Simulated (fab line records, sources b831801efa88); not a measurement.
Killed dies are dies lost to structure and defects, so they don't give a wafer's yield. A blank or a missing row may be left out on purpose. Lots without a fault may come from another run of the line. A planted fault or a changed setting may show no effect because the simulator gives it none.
fab line records | flow sky130
record lots=6 wafers=18 last_day=50
route steps=708 shown LDD_N@237 PAD_OPEN@708
lots that met no fault: from a run of the same line without faults
start_h: hours from the record's first day to the start of the lot's first wafer shown | wait_h: hours since the lot's step before | " the same as in the row above | L1.1+2: a row that stands for several wafers | - no value, or no start given | * or withheld: withheld | < > ~ a bound
route shown NAME@n: a module of which the file shows steps, and the number in the route of the first | usual: mean/standard deviation of fault-free wafers | same: alike in all rows | chamber/n: place in a boat | sites: the reading at each site | _std_site: their standard deviation | _edge_site: outer sites' mean less inner sites' | radius_mm: how far each site lies from the wafer's centre | mask NAME#n: copy n | behind: the tool/chamber that last shaped the wafer | hold: why the lot was held/for how many hours/how that ended | device: the transistor (n, p or np) that didn't switch | end of line: the same wafers' tests at the end of the route | a step without rows: its recipe alone | killed: dies lost to structure and defects at the first sort, not the wafer's yield | map: a wafer's dies, x killed, . not, _ none there
set.NAME: the setting as run; set.NAME@STEP: as run at that earlier step | model.NAME: the simulator's own value behind a step, which no gauge read
lots at some steps of the route; a table a step, a row a wafer
services: from which hour (start_h, from the record's first day; less than 0 if before it) a tool's chamber was out of use, for how many hours, and why
## steps
# step SKY_LDD_N_DEHYDRATE_00
# recipe temp_c=200 time_s=60
# step SKY_LDD_N_HMDS_01
# recipe prime_time_s=60 prime_temp_c=120
# step SKY_LDD_N_COAT_02
# recipe resist=NOVOLAK spin_rpm=3000 resist_thk_nm=300
# step SKY_LDD_N_SOFTBAKE_03
# recipe temp_c=90 time_s=60 resist=NOVOLAK
# step SKY_LDD_N_EXPOSE_04
# recipe mask_id=NTM target_cd_nm=840 na=0.6 source_shape=conventional sigma_outer=0.6 dose_mj=110
# step SKY_LDD_N_PEB_05
# recipe temp_c=withheld time_s=* resist=NOVOLAK
# step SKY_LDD_N_DEVELOP_06
# recipe develop_time_s=60 dev_temp_c=23
# step SKY_LDD_N_OVL_MEAS_07
# usual LDD_N_OVL=-0.1/1.3
# columns lot.wafer tool chamber start_h wait_h LDD_N_OVL[nm]
L463.4 overlay-02 - 499.26 0.1 0.5
L463.5 " - " " 1.8
L463.6 " - " " 1.9
L465.1 overlay-01 - 520.84 0.1 0.1
L465.2 " - " " -1.0
L465.5 " - " " 0.1
L472.2 overlay-02 - 572.55 0.1 0.9
L472.3 " - " " -0.1
L472.5 " - " " 0.2
L473.2 overlay-01 - 582.65 0.1 0.7
L473.3 " - " " -0.9
L473.5 " - " " 0.1
L474.1 overlay-01 - 590.49 0.1 0.8
L474.2 " - " " 0.7
L474.6 " - " " 1.2
L475.2 overlay-02 - 599.20 0.1 1.2
L475.4 " - " " 1.4
L475.6 " - " " 0.3
# step SKY_LDD_N_IMPLANT_08
# recipe species=As energy_kev=20 dose_cm2=7.5e+13 tilt_deg=withheld rotation_deg=23
# step SKY_LDD_N_IMPLANT_09
# recipe species=As energy_kev=20 dose_cm2=7.5e+13 tilt_deg=withheld rotation_deg=113
# step SKY_LDD_N_IMPLANT_10
# recipe species=As energy_kev=20 dose_cm2=7.5e+13 tilt_deg=withheld rotation_deg=203
# step SKY_LDD_N_IMPLANT_11
# recipe species=As energy_kev=20 dose_cm2=7.5e+13 tilt_deg=withheld rotation_deg=293
# step SKY_LDD_N_IMPLANT_12
# recipe species=BF2 energy_kev=50 dose_cm2=5e+12 tilt_deg=30 rotation_deg=0
# usual beam_energy_keV=50.003/0.014 tilt_deg=29.998/0.019
# columns lot.wafer tool chamber start_h wait_h beam_energy_keV tilt_deg
L463.4 implanter-01 0 499.95 0.1 50.013 29.973
L463.5 " 0 " " 49.999 29.995
L463.6 " 0 " " 50.010 30.011
L465.1 implanter-01 0 521.47 0.1 50.019 29.997
L465.2 " 0 " " 50.001 29.996
L465.5 " 0 " " 49.998 30.031
L472.2 implanter-01 0 573.20 0.1 50.013 0.003
L472.3 " 0 " " 49.984 -0.002
L472.5 " 0 " " 49.982 -0.013
L473.2 implanter-01 0 583.30 0.1 49.963 -0.022
L473.3 " 0 " " 50.003 -0.014
L473.5 " 0 " " 50.005 -0.007
L474.1 implanter-02 0 591.12 0.1 50.012 29.993
L474.2 " 0 " " 50.009 30.001
L474.6 " 0 " " 50.001 29.978
L475.2 implanter-02 0 599.86 0.1 50.017 30.033
L475.4 " 0 " " 50.010 29.986
L475.6 " 0 " " 50.018 30.009
# step SKY_LDD_N_IMPLANT_13
# recipe species=BF2 energy_kev=50 dose_cm2=5e+12 tilt_deg=30 rotation_deg=90
# step SKY_PAD_OPEN_PROBE_99
# usual killed_at_M0_to_M3=43/7.3 killed_at_M4_up=3.1/1.8 killed_at_contacts=24/5.4 killed_at_front_end=15/4.1 killed_at_other=0.2/0.52 killed_dies=86/10 killed_open=47/7.3 killed_short=39/6.4
# same gross_dies=492 killed_at_back_side=0
# columns lot.wafer tool chamber start_h wait_h killed_at_M0_to_M3 killed_at_M4_up killed_at_contacts killed_at_front_end killed_at_other killed_dies killed_open killed_short model.etest.nfet_01v8.off_log10_a_um model.etest.nfet_01v8_lvt.vt_sat_v model.etest.nfet_01v8.vt_sat_v model.etest.sram_nfet_pass.vt_sat_v model.etest.nfet_01v8_swapped.vt_sat_v
L463.4 prober-02 - 1142.25 0.2 43 3 27 10 0 83 49 34 -13.17 0.5225 0.6367 0.5355 0.6325
L463.5 prober-02 - 1142.30 0.2 38 3 23 14 0 78 40 38 -13.18 0.5319 0.639 0.5394 0.6428
L463.6 prober-02 - 1142.35 0.2 35 2 38 15 0 90 43 47 -13.01 0.5267 0.6366 0.5397 0.638
L465.1 prober-02 - 1151.97 0.1 41 3 24 15 0 83 50 33 -13.2 0.5292 0.64 0.5127 0.6416
L465.2 prober-02 - 1152.02 0.1 30 2 20 18 0 70 30 40 -13.15 0.5253 0.6383 0.5176 0.6438
L465.5 prober-02 - 1152.17 0.2 51 5 15 12 0 83 34 49 -13.16 0.5318 0.6401 0.5132 0.6481
L472.2 prober-01 - 1185.18 0.1 40 0 19 14 0 73 40 33 -13.18 0.4926 0.6076 0.4827 0.6632
L472.3 prober-01 - 1185.23 0.2 51 4 30 11 0 96 57 39 -13.04 0.4948 0.6107 0.5198 0.6631
L472.5 prober-01 - 1185.33 0.2 45 4 22 13 0 84 40 44 -12.97 0.4899 0.6049 0.4592 0.6608
L473.2 prober-02 - 1190.68 0.1 34 7 24 21 0 86 53 33 -13.14 0.4971 0.6201 0.5089 0.6757
L473.3 prober-02 - 1190.73 0.2 51 7 27 14 0 99 51 48 -13.17 0.4981 0.6195 0.5224 0.6792
L473.5 prober-02 - 1190.83 0.2 39 7 32 21 0 99 46 53 -13.12 0.493 0.6129 0.5079 0.665
L474.1 prober-01 - 1192.59 0.1 36 1 27 18 0 82 45 37 -13.13 0.54 0.644 0.551 0.6517
L474.2 prober-01 - 1192.64 0.1 46 3 27 16 1 93 52 41 -13.21 0.5416 0.65 0.522 0.6549
L474.6 prober-01 - 1192.84 0.2 41 2 28 17 0 88 45 42 -13.22 0.5405 0.6465 0.5417 0.6482
L475.2 prober-02 - 1195.56 0.1 41 1 21 9 2 74 36 38 -13.19 0.5356 0.6441 0.5392 0.6431
L475.4 prober-02 - 1195.66 0.2 42 2 19 9 0 72 39 33 -13.36 0.5341 0.6411 0.5513 0.639
L475.6 prober-02 - 1195.76 0.2 40 3 28 14 0 85 47 38 -13.22 0.5356 0.6384 0.5322 0.6418
# killed by level:class
L463.4 VIA3:geometric_particle:open=10 CONTACT:geometric_particle:open=9 VIA2:geometric_particle:open=8 LI_CONTACT:geometric_particle:open=7 CONTACT:geometric_particle:short=6 VIA1:geometric_particle:open=5 METAL2:geometric_particle:short=5 VIA2:geometric_particle:short=5
L463.5 LI_CONTACT:geometric_particle:open=9 VIA1:geometric_particle:open=8 CONTACT:geometric_particle:open=6 VIA2:geometric_particle:open=6 FIELD_ISO:geometric_particle:short=5 METAL1:geometric_particle:short=5 VIA1:geometric_particle:short=5 LOCAL_INTERCONNECT:geometric_particle:short=4
L463.6 CONTACT:geometric_particle:open=13 METAL1:geometric_particle:short=9 CONTACT:geometric_particle:short=7 FIELD_ISO:geometric_particle:short=6 LOCAL_INTERCONNECT:geometric_particle:short=6 VIA2:geometric_particle:open=6 LI_CONTACT:geometric_particle:open=5 VIA1:geometric_particle:open=5
L465.1 VIA3:geometric_particle:open=12 CONTACT:geometric_particle:open=9 VIA2:geometric_particle:open=8 LI_CONTACT:geometric_particle:open=7 FIELD_ISO:geometric_particle:open=6 VIA1:geometric_particle:short=5 METAL2:geometric_particle:short=4 LI_CONTACT:geometric_particle:short=3
L465.2 CONTACT:geometric_particle:short=7 FIELD_ISO:geometric_particle:short=6 VIA1:geometric_particle:open=6 LOCAL_INTERCONNECT:geometric_particle:short=6 VIA3:geometric_particle:open=5 POLY_GATE:geometric_particle:open=4 CONTACT:geometric_particle:open=4 VIA1:geometric_particle:short=4
L465.5 VIA2:geometric_particle:open=7 VIA3:geometric_particle:open=7 VIA3:geometric_particle:short=7 CONTACT:geometric_particle:open=6 METAL1:geometric_particle:short=6 VIA1:geometric_particle:short=6 METAL4:geometric_particle:short=5 METAL2:geometric_particle:short=5
L472.2 VIA2:geometric_particle:open=11 VIA1:geometric_particle:open=10 FIELD_ISO:geometric_particle:open=6 LI_CONTACT:geometric_particle:open=5 LOCAL_INTERCONNECT:geometric_particle:short=5 VIA1:geometric_particle:short=5 METAL2:geometric_particle:short=5 METAL1:geometric_particle:short=4
L472.3 VIA3:geometric_particle:open=14 CONTACT:geometric_particle:open=11 LI_CONTACT:geometric_particle:open=8 VIA1:geometric_particle:open=8 VIA2:geometric_particle:open=8 METAL2:geometric_particle:short=7 CONTACT:geometric_particle:short=4 LOCAL_INTERCONNECT:geometric_particle:short=4
L472.5 METAL1:geometric_particle:short=8 METAL2:geometric_particle:short=8 LI_CONTACT:geometric_particle:open=7 VIA1:geometric_particle:open=7 VIA2:geometric_particle:open=6 CONTACT:geometric_particle:open=5 CONTACT:geometric_particle:short=5 FIELD_ISO:geometric_particle:short=4
L473.2 VIA1:geometric_particle:open=12 LI_CONTACT:geometric_particle:open=11 VIA3:geometric_particle:open=7 FIELD_ISO:geometric_particle:open=6 CONTACT:geometric_particle:open=6 METAL1:geometric_particle:short=6 FIELD_ISO:geometric_particle:short=3 METAL4:geometric_particle:short=3
L473.3 VIA1:geometric_particle:open=16 CONTACT:geometric_particle:open=10 METAL1:geometric_particle:short=8 POLY_GATE:geometric_particle:short=6 LI_CONTACT:geometric_particle:open=6 VIA3:geometric_particle:open=6 VIA1:geometric_particle:short=6 POLY_GATE:geometric_particle:open=5
L473.5 CONTACT:geometric_particle:open=13 CONTACT:geometric_particle:short=8 VIA1:geometric_particle:open=7 METAL4:geometric_particle:short=6 LOCAL_INTERCONNECT:geometric_particle:short=6 VIA3:geometric_particle:open=6 METAL2:geometric_particle:short=5 VIA1:geometric_particle:short=5
L474.1 LI_CONTACT:geometric_particle:open=9 CONTACT:geometric_particle:open=7 VIA2:geometric_particle:open=7 POLY_GATE:geometric_particle:short=6 POLY_GATE:geometric_particle:open=5 CONTACT:geometric_particle:short=5 VIA1:geometric_particle:open=5 METAL2:geometric_particle:short=5
L474.2 CONTACT:geometric_particle:open=14 VIA1:geometric_particle:open=12 METAL2:geometric_particle:short=6 FIELD_ISO:geometric_particle:open=5 POLY_GATE:geometric_particle:short=5 VIA2:geometric_particle:short=5 CONTACT:geometric_particle:short=4 METAL1:geometric_particle:short=4
L474.6 VIA2:geometric_particle:open=9 LOCAL_INTERCONNECT:geometric_particle:short=8 CONTACT:geometric_particle:open=7 VIA1:geometric_particle:open=6 FIELD_ISO:geometric_particle:short=5 POLY_GATE:geometric_particle:open=5 LI_CONTACT:geometric_particle:open=5 CONTACT:geometric_particle:short=5
L475.2 LI_CONTACT:geometric_particle:open=9 CONTACT:geometric_particle:open=8 METAL1:geometric_particle:short=8 VIA1:geometric_particle:open=5 VIA1:geometric_particle:short=5 METAL3:geometric_particle:short=5 FIELD_ISO:geometric_particle:short=3 VIA3:geometric_particle:open=3
L475.4 VIA2:geometric_particle:open=10 VIA1:geometric_particle:open=9 CONTACT:geometric_particle:open=6 METAL2:geometric_particle:short=6 METAL3:geometric_particle:short=4 FIELD_ISO:geometric_particle:short=4 VIA2:geometric_particle:short=4 CONTACT:geometric_particle:short=4
L475.6 CONTACT:geometric_particle:open=12 VIA2:geometric_particle:open=10 LI_CONTACT:geometric_particle:open=7 VIA1:geometric_particle:open=7 CONTACT:geometric_particle:short=5 METAL2:geometric_particle:short=5 FIELD_ISO:geometric_particle:short=4 METAL1:geometric_particle:short=4
## services
# columns tool chamber start_h hours kind
implanter-02 - 510.49 1.0 repair
implanter-01 - 522.30 2.5 repair
implanter-02 - 539.66 1.3 repair
## key
first_sign step=SKY_LDD_N_IMPLANT_12 reading=tilt_deg direction=down sigmas=99+ usual=* struck=*
effect none on later readings
model_effect step=SKY_PAD_OPEN_PROBE_99 value=etest.nfet_01v8.off_log10_a_um without=-13.23 struck=-13.1
met_at SKY_LDD_N_IMPLANT_12
struck_wafers L472.2,L472.3,L472.5,L473.2,L473.3,L473.5
tester_left_out L472,L473
onset_between 521.47 573.20
fault kind=process_parameter_drift tool=implanter-01 chamber=- onset_h=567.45 steps=SKY_LDD_N_IMPLANT_12 channel=tilt_deg offset=* shape=step end_h=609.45 acts_in=* stated=*
# tester_left_out: of these lots the tester's yield and bins aren't shown, on N5 and GAA mostly nor the transistor test; their killed dies are dies lost to structure and defects alone, not to doping, threshold or leakage, so they don't give the yield
